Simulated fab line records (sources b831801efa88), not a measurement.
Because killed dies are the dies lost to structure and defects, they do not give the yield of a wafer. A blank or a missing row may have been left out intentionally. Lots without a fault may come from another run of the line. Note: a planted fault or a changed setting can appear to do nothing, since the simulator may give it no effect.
fab line records	flow sky130
record lots=24	wafers=72	last_day=50
route steps=708 shown SONOS_ONO@171 POLY_GATE@227 LI_CONTACT@377 CONTACT@406
lots that met no fault: from a run of the same line without faults
start_h: the number of hours between the record's first day and the start of the first shown wafer of the lot	wait_h: how many hours have passed since the lot's step before this one	" the same as in the row above	L1.1+2: one row covering several wafers at once	- either no value or no given start	* or withheld: withheld	< > ~ a bound
route shown NAME@n: NAME is a module with steps in the file, n the number in the route of the first one	usual: mean/standard deviation of fault-free wafers	same: alike in all rows	chamber/n: place in a boat	sites: the reading at each site	_std_site: the standard deviation of these	_edge_site: inner sites' mean taken away from outer sites' mean	radius_mm: how far each site lies from the wafer's centre	mask NAME#n: copy n	behind: the last tool/chamber to shape the wafer	hold: why the lot went on hold/how many hours it stayed there/how the hold came to an end	device: the n, p or np transistor that did not switch	end of line: at the end of the route, the tests of the same wafers	a step given without rows: its recipe and nothing more	killed: count of dies lost to structure and defects at first sort (not the wafer's yield)	map: a wafer's dies, marking killed ones x, the rest . and places with no die _
set.NAME: the run value of the setting; set.NAME@STEP: its run value at that earlier step	model.NAME: the simulator's own value behind a step, which no gauge read
route steps across a sampled set of lots; one table per step, one row per wafer
services: when a tool's chamber went out of use (start_h, in hours from the record's first day, below 0 if earlier), for how many hours, and the reason
## steps
# step SKY_SONOS_ONO_THK_MEAS_03
# recipe reads=Si3N4_of_SONOS_ONO_CVD_02
# usual SONOS_ONO_CVD_02_THK=10.55/0.13
lot.wafer	tool	chamber	start_h	wait_h	SONOS_ONO_CVD_02_THK[nm]
L074.2	film_metro-03	-	256.77	0.0	10.54
L074.4	"	-	"	"	10.50
L074.6	"	-	"	"	10.41
L075.2	film_metro-03	-	261.55	0.0	10.46
L075.4	"	-	"	"	10.42
L075.6	"	-	"	"	10.49
L076.2	film_metro-03	-	266.56	0.0	10.49
L076.3	"	-	"	"	10.43
L076.5	"	-	"	"	10.53
L077.1	film_metro-01	-	272.84	0.0	10.52
L077.3	"	-	"	"	10.45
L077.5	"	-	"	"	10.59
L078.1	film_metro-02	-	284.53	0.0	10.35
L078.4	"	-	"	"	10.60
L078.6	"	-	"	"	10.62
L079.2	film_metro-03	-	293.35	0.0	10.45
L079.3	"	-	"	"	10.44
L079.6	"	-	"	"	10.48
L080.1	film_metro-03	-	298.19	0.0	10.40
L080.4	"	-	"	"	10.50
L080.5	"	-	"	"	10.53
L081.3	film_metro-02	-	308.50	0.0	10.42
L081.5	"	-	"	"	10.39
L081.6	"	-	"	"	10.63
L082.1	film_metro-01	-	317.02	0.0	10.73
L082.2	"	-	"	"	10.69
L082.4	"	-	"	"	10.71
L083.2	film_metro-01	-	321.80	0.0	10.69
L083.4	"	-	"	"	10.59
L083.5	"	-	"	"	10.73
L084.3	film_metro-02	-	329.55	0.0	10.70
L084.4	"	-	"	"	10.70
L084.5	"	-	"	"	10.67
L085.2	film_metro-01	-	337.62	0.1	10.36
L085.3	"	-	"	"	10.42
L085.4	"	-	"	"	10.50
L086.1	film_metro-02	-	347.55	0.0	10.81
L086.2	"	-	"	"	10.80
L086.3	"	-	"	"	10.71
L087.2	film_metro-03	-	352.96	0.0	10.64
L087.4	"	-	"	"	10.58
L087.6	"	-	"	"	10.68
L088.3	film_metro-03	-	363.31	0.0	10.82
L088.4	"	-	"	"	10.76
L088.6	"	-	"	"	10.79
L089.1	film_metro-03	-	374.53	0.0	10.78
L089.4	"	-	"	"	10.66
L089.5	"	-	"	"	10.73
L090.2	film_metro-02	-	385.20	0.0	10.72
L090.3	"	-	"	"	10.74
L090.4	"	-	"	"	10.65
L091.1	film_metro-01	-	390.60	0.0	10.32
L091.2	"	-	"	"	10.54
L091.6	"	-	"	"	10.34
L092.1	film_metro-02	-	397.76	0.0	10.61
L092.3	"	-	"	"	10.54
L092.6	"	-	"	"	10.42
L093.1	film_metro-02	-	412.51	0.0	10.63
L093.2	"	-	"	"	10.61
L093.4	"	-	"	"	10.69
L094.2	film_metro-01	-	416.78	0.0	10.64
L094.5	"	-	"	"	10.48
L094.6	"	-	"	"	10.35
L095.3	film_metro-01	-	424.42	0.0	10.47
L095.4	"	-	"	"	10.58
L095.5	"	-	"	"	10.49
L096.1	film_metro-03	-	435.18	0.0	10.50
L096.4	"	-	"	"	10.40
L096.6	"	-	"	"	10.58
L097.2	film_metro-01	-	441.91	0.1	10.31
L097.5	"	-	"	"	10.28
L097.6	"	-	"	"	10.27
# step SKY_POLY_GATE_CD_MEAS_13
# recipe target_cd_nm=150
# usual cd_nm=150.2/1.2
lot.wafer	tool	chamber	start_h	wait_h	cd_nm
L074.2	cd_sem-01	-	370.71	-	151.1
L074.4	"	-	"	"	150.7
L074.6	"	-	"	"	150.8
L075.2	cd_sem-01	-	377.15	-	147.6
L075.4	"	-	"	"	148.4
L075.6	"	-	"	"	148.0
L076.2	cd_sem-01	-	382.76	-	152.1
L076.3	"	-	"	"	150.2
L076.5	"	-	"	"	151.4
L077.1	cd_sem-01	-	390.24	-	150.9
L077.3	"	-	"	"	149.9
L077.5	"	-	"	"	151.1
L078.1	cd_sem-02	-	404.42	-	151.0
L078.4	"	-	"	"	151.3
L078.6	"	-	"	"	150.8
L079.2	cd_sem-02	-	411.20	-	150.0
L079.3	"	-	"	"	149.3
L079.6	"	-	"	"	150.7
L080.1	cd_sem-01	-	417.04	-	152.3
L080.4	"	-	"	"	151.5
L080.5	"	-	"	"	152.3
L081.3	cd_sem-02	-	431.83	-	149.6
L081.5	"	-	"	"	151.1
L081.6	"	-	"	"	149.5
L082.1	cd_sem-01	-	441.38	-	150.6
L082.2	"	-	"	"	151.5
L082.4	"	-	"	"	152.3
L083.2	cd_sem-01	-	448.81	-	149.6
L083.4	"	-	"	"	150.0
L083.5	"	-	"	"	150.8
L084.3	cd_sem-02	-	459.96	-	151.0
L084.4	"	-	"	"	150.2
L084.5	"	-	"	"	149.6
L085.2	cd_sem-02	-	468.49	-	150.0
L085.3	"	-	"	"	150.1
L085.4	"	-	"	"	150.3
L086.1	cd_sem-02	-	474.77	-	150.7
L086.2	"	-	"	"	149.4
L086.3	"	-	"	"	149.6
L087.2	cd_sem-01	-	482.89	-	149.3
L087.4	"	-	"	"	150.0
L087.6	"	-	"	"	151.1
L088.3	cd_sem-02	-	493.62	-	151.6
L088.4	"	-	"	"	150.6
L088.6	"	-	"	"	149.6
L089.1	cd_sem-02	-	503.59	-	147.8
L089.4	"	-	"	"	149.1
L089.5	"	-	"	"	149.2
L090.2	cd_sem-01	-	516.95	-	150.6
L090.3	"	-	"	"	149.2
L090.4	"	-	"	"	149.2
L091.1	cd_sem-02	-	520.09	-	149.9
L091.2	"	-	"	"	149.3
L091.6	"	-	"	"	149.4
L092.1	cd_sem-01	-	528.53	-	148.6
L092.3	"	-	"	"	149.6
L092.6	"	-	"	"	148.2
L093.1	cd_sem-02	-	542.14	-	149.7
L093.2	"	-	"	"	149.2
L093.4	"	-	"	"	148.5
L094.2	cd_sem-01	-	546.44	-	149.1
L094.5	"	-	"	"	150.1
L094.6	"	-	"	"	150.1
L095.3	cd_sem-02	-	558.06	-	150.1
L095.4	"	-	"	"	149.9
L095.5	"	-	"	"	150.9
L096.1	cd_sem-02	-	566.82	-	149.9
L096.4	"	-	"	"	150.0
L096.6	"	-	"	"	149.6
L097.2	cd_sem-02	-	573.10	-	151.8
L097.5	"	-	"	"	153.0
L097.6	"	-	"	"	151.0
# step SKY_LI_CONTACT_ETCH_15
# recipe target=PSG	chemistry=C4F8/O2/Ar	stop_on=Si	taper_deg=4.15	mask_material=KrF-thick	source_w=1500	bias_w=1200	pressure_mtorr=40	c4f8_flow_sccm=withheld	O2_flow_sccm=6	Ar_flow_sccm=300	time_s=withheld	target_depth_a=6000
# usual oes_product_au=0.837/0.0048
lot.wafer	tool	chamber	start_h	wait_h	oes_product_au
L074.2	rie_diel-03	0	676.98	0.0	0.841
L074.4	"	3	"	"	0.837
L074.6	"	0	"	"	0.833
L075.2	rie_diel-01	3	686.87	0.0	0.831
L075.4	"	3	"	"	0.826
L075.6	"	0	"	"	0.835
L076.2	rie_diel-01	3	689.28	0.0	0.840
L076.3	"	0	"	"	0.837
L076.5	"	0	"	"	0.844
L077.1	rie_diel-02	3	698.02	0.0	0.842
L077.3	"	0	"	"	0.835
L077.5	"	0	"	"	0.832
L078.1	rie_diel-01	0	709.13	0.0	0.840
L078.4	"	1	"	"	0.843
L078.6	"	1	"	"	0.836
L079.2	rie_diel-02	2	713.33	0.0	0.843
L079.3	"	3	"	"	0.837
L079.6	"	0	"	"	0.835
L080.1	rie_diel-03	3	722.37	0.0	0.842
L080.4	"	1	"	"	0.842
L080.5	"	2	"	"	0.836
L081.3	rie_diel-02	0	734.98	0.0	0.839
L081.5	"	0	"	"	0.832
L081.6	"	3	"	"	0.836
L082.1	rie_diel-01	3	741.82	0.0	0.835
L082.2	"	2	"	"	0.830
L082.4	"	1	"	"	0.831
L083.2	rie_diel-02	0	752.14	0.0	0.837
L083.4	"	2	"	"	0.836
L083.5	"	0	"	"	0.847
L084.3	rie_diel-03	2	758.94	0.0	0.839
L084.4	"	1	"	"	0.841
L084.5	"	3	"	"	0.837
L085.2	rie_diel-02	2	768.24	0.0	0.834
L085.3	"	3	"	"	0.836
L085.4	"	0	"	"	0.833
L086.1	rie_diel-01	0	772.14	0.0	0.835
L086.2	"	3	"	"	0.832
L086.3	"	1	"	"	0.834
L087.2	rie_diel-03	1	780.63	0.0	0.846
L087.4	"	3	"	"	0.837
L087.6	"	3	"	"	0.839
L088.3	rie_diel-01	2	786.57	0.0	0.841
L088.4	"	0	"	"	0.835
L088.6	"	3	"	"	0.833
L089.1	rie_diel-01	0	796.33	0.0	0.834
L089.4	"	2	"	"	0.848
L089.5	"	1	"	"	0.843
L090.2	rie_diel-01	1	808.37	0.0	0.834
L090.3	"	0	"	"	0.844
L090.4	"	2	"	"	0.832
L091.1	rie_diel-03	1	812.09	0.0	0.837
L091.2	"	2	"	"	0.842
L091.6	"	1	"	"	0.841
L092.1	rie_diel-02	0	818.18	0.0	0.833
L092.3	"	2	"	"	0.835
L092.6	"	0	"	"	0.836
L093.1	rie_diel-01	1	829.63	0.0	0.849
L093.2	"	3	"	"	0.839
L093.4	"	2	"	"	0.823
L094.2	rie_diel-03	0	835.39	0.0	0.841
L094.5	"	2	"	"	0.842
L094.6	"	3	"	"	0.836
L095.3	rie_diel-01	1	847.73	0.0	0.831
L095.4	"	3	"	"	0.837
L095.5	"	1	"	"	0.836
L096.1	rie_diel-01	0	852.04	0.0	0.837
L096.4	"	2	"	"	0.825
L096.6	"	1	"	"	0.830
L097.2	rie_diel-01	2	856.48	0.0	0.830
L097.5	"	1	"	"	0.834
L097.6	"	2	"	"	0.835
# step SKY_LI_CONTACT_CVD_21
# recipe material=W	target_thk_nm=400	time_s=120.56	temp_c=400	pressure_torr=40
# usual heater_power_w=956/100
lot.wafer	tool	chamber	start_h	wait_h	heater_power_w
L074.2	cvd_w-02	1	677.49	0.0	994
L074.4	"	0	"	"	1084
L074.6	"	1	"	"	967
L075.2	cvd_w-01	0	687.39	0.0	905
L075.4	"	0	"	"	934
L075.6	"	1	"	"	801
L076.2	cvd_w-02	0	689.81	0.0	1064
L076.3	"	0	"	"	1069
L076.5	"	0	"	"	1087
L077.1	cvd_w-02	0	698.56	0.0	1078
L077.3	"	0	"	"	1059
L077.5	"	0	"	"	1047
L078.1	cvd_w-02	0	709.64	0.0	1074
L078.4	"	1	"	"	963
L078.6	"	1	"	"	991
L079.2	cvd_w-02	0	713.84	0.0	1075
L079.3	"	1	"	"	995
L079.6	"	0	"	"	1068
L080.1	cvd_w-02	0	722.89	0.0	1100
L080.4	"	0	"	"	1069
L080.5	"	1	"	"	972
L081.3	cvd_w-01	0	735.54	0.1	924
L081.5	"	1	"	"	768
L081.6	"	0	"	"	907
L082.1	cvd_w-01	1	742.36	0.0	776
L082.2	"	0	"	"	924
L082.4	"	0	"	"	932
L083.2	cvd_w-02	1	752.67	0.0	994
L083.4	"	0	"	"	1076
L083.5	"	0	"	"	1063
L084.3	cvd_w-01	1	759.50	0.1	789
L084.4	"	0	"	"	915
L084.5	"	1	"	"	805
L085.2	cvd_w-01	1	768.93	0.0	781
L085.3	"	1	"	"	814
L085.4	"	0	"	"	904
L086.1	cvd_w-01	1	772.68	0.0	801
L086.2	"	0	"	"	913
L086.3	"	1	"	"	800
L087.2	cvd_w-02	0	781.14	0.0	1030
L087.4	"	0	"	"	1051
L087.6	"	0	"	"	1070
L088.3	cvd_w-02	0	787.13	0.1	1079
L088.4	"	1	"	"	983
L088.6	"	0	"	"	1091
L089.1	cvd_w-02	0	796.86	0.0	1065
L089.4	"	0	"	"	1073
L089.5	"	0	"	"	1064
L090.2	cvd_w-02	1	808.89	0.0	988
L090.3	"	0	"	"	1069
L090.4	"	1	"	"	993
L091.1	cvd_w-01	0	812.61	0.0	927
L091.2	"	1	"	"	795
L091.6	"	1	"	"	774
L092.1	cvd_w-01	0	818.71	0.0	897
L092.3	"	1	"	"	788
L092.6	"	1	"	"	805
L093.1	cvd_w-01	0	830.16	0.0	909
L093.2	"	1	"	"	824
L093.4	"	1	"	"	800
L094.2	cvd_w-01	0	835.92	0.0	930
L094.5	"	1	"	"	797
L094.6	"	0	"	"	892
L095.3	cvd_w-02	0	848.29	0.1	1058
L095.4	"	1	"	"	992
L095.5	"	0	"	"	1066
L096.1	cvd_w-02	1	852.77	0.0	989
L096.4	"	0	"	"	1073
L096.6	"	0	"	"	1067
L097.2	cvd_w-02	1	857.01	0.0	984
L097.5	"	0	"	"	1081
L097.6	"	1	"	"	993
# step SKY_CONTACT_CVD_00
# recipe material=Si3N4	target_thk_nm=75	temp_c=400	time_s=withheld	rf_w=450
# usual heater_power_w=732/88
lot.wafer	tool	chamber	start_h	wait_h	heater_power_w
L074.2	pecvd-04	0	707.55	0.0	699
L074.4	"	1	"	"	734
L074.6	"	0	"	"	710
L075.2	pecvd-04	2	717.81	0.0	681
L075.4	"	1	"	"	722
L075.6	"	0	"	"	746
L076.2	pecvd-02	2	719.03	0.0	637
L076.3	"	0	"	"	964
L076.5	"	0	"	"	992
L077.1	pecvd-04	2	727.66	0.0	716
L077.3	"	1	"	"	704
L077.5	"	0	"	"	652
L078.1	pecvd-04	0	739.06	0.0	791
L078.4	"	2	"	"	777
L078.6	"	1	"	"	836
L079.2	pecvd-01	0	743.11	0.0	778
L079.3	"	1	"	"	662
L079.6	"	2	"	"	714
L080.1	pecvd-04	2	752.14	0.0	702
L080.4	"	2	"	"	716
L080.5	"	0	"	"	664
L081.3	pecvd-01	0	764.09	0.0	764
L081.5	"	1	"	"	746
L081.6	"	0	"	"	760
L082.1	pecvd-01	1	770.99	0.0	719
L082.2	"	0	"	"	778
L082.4	"	0	"	"	766
L083.2	pecvd-04	1	781.42	0.0	826
L083.4	"	0	"	"	656
L083.5	"	2	"	"	732
L084.3	pecvd-02	0	786.29	0.0	911
L084.4	"	1	"	"	758
L084.5	"	0	"	"	908
L085.2	pecvd-04	0	797.84	0.0	755
L085.3	"	1	"	"	776
L085.4	"	1	"	"	796
L086.1	pecvd-01	2	801.19	0.0	715
L086.2	"	0	"	"	645
L086.3	"	1	"	"	709
L087.2	pecvd-01	2	808.90	0.0	702
L087.4	"	2	"	"	701
L087.6	"	1	"	"	659
L088.3	pecvd-01	0	815.35	0.0	702
L088.4	"	2	"	"	597
L088.6	"	0	"	"	728
L089.1	pecvd-02	0	825.43	0.0	1031
L089.4	"	2	"	"	642
L089.5	"	0	"	"	1035
L090.2	pecvd-02	1	837.04	0.0	858
L090.3	"	2	"	"	568
L090.4	"	0	"	"	874
L091.1	pecvd-01	2	839.65	0.0	712
L091.2	"	0	"	"	644
L091.6	"	1	"	"	734
L092.1	pecvd-04	1	846.71	0.0	804
L092.3	"	2	"	"	742
L092.6	"	2	"	"	750
L093.1	pecvd-01	2	857.74	0.0	668
L093.2	"	1	"	"	725
L093.4	"	0	"	"	641
L094.2	pecvd-01	1	863.24	0.0	724
L094.5	"	0	"	"	725
L094.6	"	1	"	"	730
L095.3	pecvd-04	0	875.75	0.0	803
L095.4	"	2	"	"	744
L095.5	"	1	"	"	808
L096.1	pecvd-01	0	880.64	0.0	703
L096.4	"	0	"	"	725
L096.6	"	1	"	"	757
L097.2	pecvd-02	2	884.85	0.0	585
L097.5	"	1	"	"	786
L097.6	"	2	"	"	596
# step SKY_CONTACT_ETCH_17
# recipe target=SiO2	chemistry=C4F8/O2/Ar	stop_on=Si3N4	mask_material=KrF-thick	source_w=1500	bias_w=1200	pressure_mtorr=40	c4f8_flow_sccm=withheld	O2_flow_sccm=6	Ar_flow_sccm=300	time_s=withheld	target_depth_a=3400
# usual oes_product_au=0.891/0.0051
lot.wafer	tool	chamber	start_h	wait_h	oes_product_au
L074.2	rie_diel-03	0	735.72	0.0	0.883
L074.4	"	1	"	"	0.889
L074.6	"	3	"	"	0.888
L075.2	rie_diel-04	0	746.47	0.0	0.898
L075.4	"	1	"	"	0.899
L075.6	"	1	"	"	0.876
L076.2	rie_diel-03	3	747.03	0.0	0.888
L076.3	"	0	"	"	0.881
L076.5	"	3	"	"	0.893
L077.1	rie_diel-01	0	755.63	0.0	0.889
L077.3	"	1	"	"	0.891
L077.5	"	2	"	"	0.895
L078.1	rie_diel-03	2	767.34	0.0	0.892
L078.4	"	1	"	"	0.896
L078.6	"	1	"	"	0.900
L079.2	rie_diel-04	2	771.34	0.0	0.890
L079.3	"	0	"	"	0.890
L079.6	"	1	"	"	0.893
L080.1	rie_diel-01	3	780.44	0.0	0.897
L080.4	"	1	"	"	0.888
L080.5	"	1	"	"	0.888
L081.3	rie_diel-04	0	791.34	0.0	0.895
L081.5	"	2	"	"	0.886
L081.6	"	1	"	"	0.901
L082.1	rie_diel-03	1	798.08	0.0	0.891
L082.2	"	2	"	"	0.889
L082.4	"	0	"	"	0.894
L083.2	rie_diel-04	1	808.48	0.0	0.894
L083.4	"	3	"	"	0.887
L083.5	"	3	"	"	0.887
L084.3	rie_diel-03	1	813.48	0.0	0.898
L084.4	"	2	"	"	0.893
L084.5	"	3	"	"	0.892
L085.2	rie_diel-01	0	825.52	0.0	0.883
L085.3	"	1	"	"	0.884
L085.4	"	3	"	"	0.902
L086.1	rie_diel-04	1	828.42	0.0	0.901
L086.2	"	2	"	"	0.895
L086.3	"	3	"	"	0.899
L087.2	rie_diel-01	2	835.73	0.0	0.893
L087.4	"	0	"	"	0.890
L087.6	"	1	"	"	0.880
L088.3	rie_diel-03	0	842.18	0.0	0.889
L088.4	"	0	"	"	0.885
L088.6	"	3	"	"	0.879
L089.1	rie_diel-04	1	852.44	0.0	0.896
L089.4	"	2	"	"	0.900
L089.5	"	2	"	"	0.895
L090.2	rie_diel-04	1	863.24	0.0	0.889
L090.3	"	3	"	"	0.894
L090.4	"	0	"	"	0.901
L091.1	rie_diel-04	0	866.74	0.0	0.898
L091.2	"	2	"	"	0.888
L091.6	"	1	"	"	0.884
L092.1	rie_diel-04	3	873.63	0.0	0.891
L092.3	"	0	"	"	0.895
L092.6	"	3	"	"	0.894
L093.1	rie_diel-03	2	884.54	0.0	0.894
L093.2	"	0	"	"	0.888
L093.4	"	3	"	"	0.891
L094.2	rie_diel-03	0	889.42	0.0	0.892
L094.5	"	1	"	"	0.901
L094.6	"	2	"	"	0.888
L095.3	rie_diel-01	3	902.88	0.0	0.888
L095.4	"	1	"	"	0.890
L095.5	"	0	"	"	0.895
L096.1	rie_diel-03	3	906.72	0.0	0.891
L096.4	"	0	"	"	0.885
L096.6	"	0	"	"	0.882
L097.2	rie_diel-01	1	911.33	0.0	0.894
L097.5	"	0	"	"	0.890
L097.6	"	1	"	"	0.889
## services
tool	chamber	start_h	hours	kind
rie_diel-01	3	666.45	4.6	repair
rie_diel-01	2	679.28	12.7	repair
pecvd-01	1	679.98	16.4	repair
cvd_w-01	1	692.25	9.5	repair
cvd_w-02	-	725.23	1.5	repair
pecvd-01	2	731.97	1.7	repair
pecvd-04	-	741.90	1.3	repair
pecvd-04	1	745.06	10.4	repair
rie_diel-03	0	768.08	3.9	repair
rie_diel-03	2	775.10	4.0	repair
rie_diel-03	-	785.58	0.4	repair
rie_diel-03	3	791.45	4.2	repair
cvd_w-01	-	793.86	6.9	pm
rie_diel-01	-	798.92	2.8	pm
cvd_w-01	-	800.76	2.8	pm
rie_diel-04	2	803.17	4.4	repair
cvd_w-01	-	805.00	6.0	pm
cvd_w-02	-	805.73	3.0	repair
rie_diel-04	3	831.10	4.7	repair
cvd_w-02	0	838.39	6.9	repair
rie_diel-03	3	857.60	4.2	repair
pecvd-01	-	875.72	1.3	repair
rie_diel-01	0	890.36	3.6	repair
cvd_w-02	-	904.01	14.0	pm
## key
fault none
